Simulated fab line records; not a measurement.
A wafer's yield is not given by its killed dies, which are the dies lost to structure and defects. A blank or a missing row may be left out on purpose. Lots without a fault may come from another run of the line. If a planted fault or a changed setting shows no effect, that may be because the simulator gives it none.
Split-lot trial | flow sfqLine | route with 325 steps; 5 lots, 23 wafers read

SPLIT DETAILS
At SFQ_TRILAYER_I2_VIA_LITHO_COAT_067 (resist thk 650 nm), the setting spinRpm was moved away from the recipe's 3000 rpm on 7 of the 23 wafers read, by -7.5% to +5.3%. This setting was run at the recipe's value on the other wafers.

The reading comes from the split's own step.

THE READING
KrF_of_TRILAYER_I2_VIA_LITHO_COAT_067.thkNm (the simulator's own value, which no gauge read), in nm, at SFQ_TRILAYER_I2_VIA_LITHO_COAT_067 (resist thk 650 nm). No usual value for it is given in the file. Average 651.3 nm, standard deviation 1.8 nm, over the 16 wafers here run with the recipe.

wafer  | tool, chamber at the split | spinRpm as run, rpm | against the recipe | KrF_of_TRILAYER_I2_VIA_LITHO_COAT_067.thkNm, nm | against lot-mates on the recipe
L074.1 | lithoTrack-04, 0           | 3000                | recipe             | 653.6                                           | -
L074.2 | lithoTrack-04, 0           | 3000                | recipe             | 653                                             | -
L074.3 | lithoTrack-04, 0           | 3000                | recipe             | 653.8                                           | -
L074.4 | lithoTrack-04, 0           | 3143                | +4.8%              | 637.9                                           | -15.6
L074.5 | lithoTrack-04, 0           | 3143                | +4.8%              | 638.1                                           | -15.4
L075.1 | lithoTrack-04, 0           | 3000                | recipe             | 649.8                                           | -
L075.2 | lithoTrack-04, 0           | 3000                | recipe             | 649                                             | -
L075.4 | lithoTrack-04, 0           | 3000                | recipe             | 648.9                                           | -
L079.1 | lithoTrack-03, 0           | 3000                | recipe             | 651.9                                           | -
L079.3 | lithoTrack-03, 0           | 2776                | -7.5%              | 676.7                                           | +24.7
L079.4 | lithoTrack-03, 0           | 3000                | recipe             | 652.4                                           | -
L079.5 | lithoTrack-03, 0           | 2776                | -7.5%              | 674.1                                           | +22.1
L079.6 | lithoTrack-03, 0           | 3000                | recipe             | 651.8                                           | -
L081.2 | lithoTrack-01, 0           | 3000                | recipe             | 649.9                                           | -
L081.3 | lithoTrack-01, 0           | 3000                | recipe             | 650.1                                           | -
L081.4 | lithoTrack-01, 0           | 3000                | recipe             | 652.2                                           | -
L081.5 | lithoTrack-01, 0           | 3000                | recipe             | 649.1                                           | -
L081.6 | lithoTrack-01, 0           | 3000                | recipe             | 650                                             | -
L084.1 | lithoTrack-01, 0           | 3159                | +5.3%              | 635.6                                           | -17.1
L084.2 | lithoTrack-01, 0           | 3159                | +5.3%              | 634.4                                           | -18.3
L084.3 | lithoTrack-01, 0           | 3000                | recipe             | 651                                             | -
L084.4 | lithoTrack-01, 0           | 3000                | recipe             | 654.4                                           | -
L084.5 | lithoTrack-01, 0           | 3159                | +5.3%              | 634.9                                           | -17.8

THE FIT
A straight line over all 23 wafers: KrF_of_TRILAYER_I2_VIA_LITHO_COAT_067.thkNm changes by -3.1 nm for each +1% of spinRpm; r = -0.99; the points scatter about the line by 1.7 nm.
The same after taking each lot's own level away (the mean of its wafers on the recipe; 23 wafers): -3.22 nm for each +1%; r = -1.00; scatter 0.93 nm.
That fit puts the effect of the largest move of spinRpm on the reading at 24 nm.
Across the lots, their own levels run from 649.23 to 653.47 nm, a range of 2.4 times the standard deviation given above.
The two slopes are in agreement: the lot-to-lot level therefore moves the slope only a little.
Check: +23.5 nm against its lot-mates is what the line predicts for one of the wafers moved furthest among these (-7.5%) when that wafer is left out of the fit. Against them it came out at +24.7 nm.

OTHER SPLITS APPLIED TO THESE WAFERS
Note: prior to the reading, these wafers also went through further splits. Each is held against what the fit with the lots' levels taken away leaves over:
other split on the same wafers              | wafers away from the commonest value | r with KrF_of_TRILAYER_I2_VIA_LITHO_COAT_067.thkNm (lot level and that fit taken away)
SFQ_TRILAYER_M1_LITHO_PEB_042 pebTempC      | 8                                    | -0.22
SFQ_TRILAYER_I1_CMP_CMP_046 leaveAboveRefNm | 8                                    | +0.18
SFQ_TRILAYER_I1_VIA_LITHO_COAT_049 spinRpm  | 11                                   | +0.17
SFQ_TRILAYER_M2_DEP_SPUTTER_055 timeS       | 9                                    | -0.22
SFQ_TRILAYER_M2_LITHO_COAT_062 resistThkNm  | 8                                    | -0.11
SFQ_TRILAYER_M2_ETCH_METAL_ETCH_060 biasW   | 5                                    | -0.17
SFQ_TRILAYER_I2_CMP_CMP_064 leaveAboveRefNm | 8                                    | +0.04

THE FILE'S OWN FIT
KrF_of_TRILAYER_I2_VIA_LITHO_COAT_067.thkNm changes by -3.21 nm for each +1% of spinRpm, r = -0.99.
